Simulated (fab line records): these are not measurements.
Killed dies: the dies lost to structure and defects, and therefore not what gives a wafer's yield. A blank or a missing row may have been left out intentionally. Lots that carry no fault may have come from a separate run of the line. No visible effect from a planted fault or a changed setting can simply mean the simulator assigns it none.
Which of the tools did it? / flow sky130 / 36 wafers from 12 lots sampled at 3 of the route's 708 steps

WHAT EACH GAUGE READ, for each wafer
SKY_CAPM_RS_MEAS_03: uses a four-point probe to measure.
lot=L526; measured=day 37 05:34; on=film_metro-04; CAPM_TIN_RS (ohm/sq)=6.88 6.91 6.90
lot=L527; measured=day 37 12:09; on=film_metro-03; CAPM_TIN_RS (ohm/sq)=6.93 6.88 6.84
lot=L528; measured=day 37 17:15; on=film_metro-01; CAPM_TIN_RS (ohm/sq)=7.04 6.83 7.00
lot=L531; measured=day 38 21:50; on=film_metro-03; CAPM_TIN_RS (ohm/sq)=7.03 7.11 6.96
lot=L530; measured=day 38 23:29; on=film_metro-03; CAPM_TIN_RS (ohm/sq)=6.83 6.78 6.87
lot=L533; measured=day 39 07:20; on=film_metro-01; CAPM_TIN_RS (ohm/sq)=7.04 6.96 7.10
lot=L535; measured=day 39 15:34; on=film_metro-01; CAPM_TIN_RS (ohm/sq)=6.81 6.82 6.80
lot=L534; measured=day 39 17:11; on=film_metro-01; CAPM_TIN_RS (ohm/sq)=6.98 7.05 6.94
lot=L538; measured=day 40 15:29; on=film_metro-01; CAPM_TIN_RS (ohm/sq)=6.88 6.23 6.88 6.86 6.22 6.88
lot=L542; measured=day 41 20:29; on=film_metro-01; CAPM_TIN_RS (ohm/sq)=7.06 7.12 7.03
lot=L545; measured=day 42 15:47; on=film_metro-01; CAPM_TIN_RS (ohm/sq)=6.95 6.89 6.93
lot=L548; measured=day 43 07:34; on=film_metro-01; CAPM_TIN_RS (ohm/sq)=6.92 6.81 6.79

SKY_CAPM_THK_MEAS_04: measures by xrf.
lot=L526; measured=day 37 05:41; on=film_metro-04; CAPM_TIN_THK (nm)=202.2 201.8 201.8
lot=L527; measured=day 37 12:16; on=film_metro-03; CAPM_TIN_THK (nm)=202.4 202.4 203.6
lot=L528; measured=day 37 17:22; on=film_metro-01; CAPM_TIN_THK (nm)=199.9 205.3 200.3
lot=L531; measured=day 38 21:58; on=film_metro-03; CAPM_TIN_THK (nm)=197.9 195.9 199.2
lot=L530; measured=day 38 23:34; on=film_metro-03; CAPM_TIN_THK (nm)=203.3 204.8 202.4
lot=L533; measured=day 39 07:27; on=film_metro-01; CAPM_TIN_THK (nm)=198.9 202.5 197.5
lot=L535; measured=day 39 15:41; on=film_metro-01; CAPM_TIN_THK (nm)=205.4 206.6 206.6
lot=L534; measured=day 39 17:17; on=film_metro-01; CAPM_TIN_THK (nm)=201.4 199.7 202.6
lot=L538; measured=day 40 17:09; on=film_metro-01; CAPM_TIN_THK (nm)=204.1 224.9 204.4 204.0 225.1 203.9
lot=L542; measured=day 41 20:36; on=film_metro-01; CAPM_TIN_THK (nm)=198.6 197.7 200.0
lot=L545; measured=day 42 15:55; on=film_metro-01; CAPM_TIN_THK (nm)=202.2 204.5 203.7
lot=L548; measured=day 43 07:40; on=film_metro-01; CAPM_TIN_THK (nm)=202.6 206.5 206.4

EACH LOT AND THE TOOL THAT RAN IT (in order: tool; ch and the chambers of the sampled wafers; start)
lot=L526; SKY_CAPM_SPUTTER_02=pvd_sputter-02, day 37 05:28
lot=L527; SKY_CAPM_SPUTTER_02=pvd_sputter-04, day 37 12:01
lot=L528; SKY_CAPM_SPUTTER_02=pvd_sputter-02, day 37 17:07
lot=L531; SKY_CAPM_SPUTTER_02=pvd_sputter-02, day 38 21:44
lot=L530; SKY_CAPM_SPUTTER_02=pvd_sputter-01, day 38 23:22
lot=L533; SKY_CAPM_SPUTTER_02=pvd_sputter-02, day 39 07:13
lot=L535; SKY_CAPM_SPUTTER_02=pvd_sputter-01, day 39 15:27
lot=L534; SKY_CAPM_SPUTTER_02=pvd_sputter-04, day 39 17:02
lot=L538; SKY_CAPM_SPUTTER_02=pvd_sputter-01, day 40 15:19
lot=L542; SKY_CAPM_SPUTTER_02=pvd_sputter-02, day 41 20:22
lot=L545; SKY_CAPM_SPUTTER_02=pvd_sputter-04, day 42 15:41
lot=L548; SKY_CAPM_SPUTTER_02=pvd_sputter-02, day 43 07:26
- SKY_CAPM_SPUTTER_02: material TiN, target thk 200 nm, time 166.7 s.

AS READ BY THE TOOLS THEMSELVES (means over the sampled wafers that have a number; for cases with no such wafer, the mark the record gives instead)
SKY_CAPM_SPUTTER_02.
lot=L526; tool=pvd_sputter-02; cathode_dc_power_W (W)=6498.9; chamber_pressure_pa (Pa)=0.3995; susceptor_temp_C (C)=300.05; throttle_valve_pct (%)=29.1
lot=L527; tool=pvd_sputter-04; cathode_dc_power_W (W)=6499.6; chamber_pressure_pa (Pa)=0.3993; susceptor_temp_C (C)=300.11; throttle_valve_pct (%)=28.5
lot=L528; tool=pvd_sputter-02; cathode_dc_power_W (W)=6500.2; chamber_pressure_pa (Pa)=0.3992; susceptor_temp_C (C)=300.17; throttle_valve_pct (%)=29.7
lot=L531; tool=pvd_sputter-02; cathode_dc_power_W (W)=6500.3; chamber_pressure_pa (Pa)=0.3999; susceptor_temp_C (C)=299.84; throttle_valve_pct (%)=29.6
lot=L530; tool=pvd_sputter-01; cathode_dc_power_W (W)=6499.7; chamber_pressure_pa (Pa)=0.3994; susceptor_temp_C (C)=299.98; throttle_valve_pct (%)=30.7
lot=L533; tool=pvd_sputter-02; cathode_dc_power_W (W)=6499.5; chamber_pressure_pa (Pa)=0.3999; susceptor_temp_C (C)=299.88; throttle_valve_pct (%)=29.8
lot=L535; tool=pvd_sputter-01; cathode_dc_power_W (W)=6498.7; chamber_pressure_pa (Pa)=0.4005; susceptor_temp_C (C)=299.79; throttle_valve_pct (%)=31.3
lot=L534; tool=pvd_sputter-04; cathode_dc_power_W (W)=6499.7; chamber_pressure_pa (Pa)=0.4006; susceptor_temp_C (C)=300.13; throttle_valve_pct (%)=29.4
lot=L538; tool=pvd_sputter-01; cathode_dc_power_W (W)=6716.8; chamber_pressure_pa (Pa)=0.4004; susceptor_temp_C (C)=300.18; throttle_valve_pct (%)=30.7
lot=L542; tool=pvd_sputter-02; cathode_dc_power_W (W)=6498.5; chamber_pressure_pa (Pa)=0.3997; susceptor_temp_C (C)=300.10; throttle_valve_pct (%)=28.8
lot=L545; tool=pvd_sputter-04; cathode_dc_power_W (W)=6500.1; chamber_pressure_pa (Pa)=0.4006; susceptor_temp_C (C)=300.02; throttle_valve_pct (%)=30.0
lot=L548; tool=pvd_sputter-02; cathode_dc_power_W (W)=6500.4; chamber_pressure_pa (Pa)=0.4001; susceptor_temp_C (C)=300.12; throttle_valve_pct (%)=29.3

THE ANSWER, worked out from the rows above alone
Rule: usual is defined by the lots themselves. The widest of any qualifying gaps counts: lots, ordered by their means at a reading, are off when they make up no more than a third of the lots, leave a main group of 4 or more, and stand apart from it by 3 or more times the standard deviation of that group's means. Not used: any main group whose means are identical at the precision the tables above print for the reading. A lot without any number at a reading at which 4 lots or more have one is off too. Where the step has rows for the other lots, those lots are counted as sound. First the gauges in route order, then the tools' own readings, where a lot's mean is used as printed above. At the first step where some lot is off, the reading lying furthest off is the one used; lots without a number count as furthest.
Off at SKY_CAPM_SPUTTER_02 (cathode_dc_power_W): L538. Mean 6499.6 W and standard deviation 0.62 in the main group.
If a tool, at that step or one of the process steps before it, ran each lot that is off and ran no sound lot following the first of them, it fits. One fits: SKY_CAPM_SPUTTER_02 on pvd_sputter-01. A fault onset in the window from L535 (day 39 15:27, its last sound lot) to L538 (day 40 15:19, its first lot off) fits.
On the lots that are off, the tool's own readings at SKY_CAPM_SPUTTER_02 differ by more than 5 times the standard deviation of the sound lots' means, which bears it out; cathode_dc_power_W reads 6716.8 W there versus 6499.6 W on the sound lots.

WHAT HAD BEEN PUT IN BY THE SIMULATOR
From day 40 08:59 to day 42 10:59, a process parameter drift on pvd_sputter-01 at SKY_CAPM_SPUTTER_02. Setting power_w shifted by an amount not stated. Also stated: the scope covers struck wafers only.
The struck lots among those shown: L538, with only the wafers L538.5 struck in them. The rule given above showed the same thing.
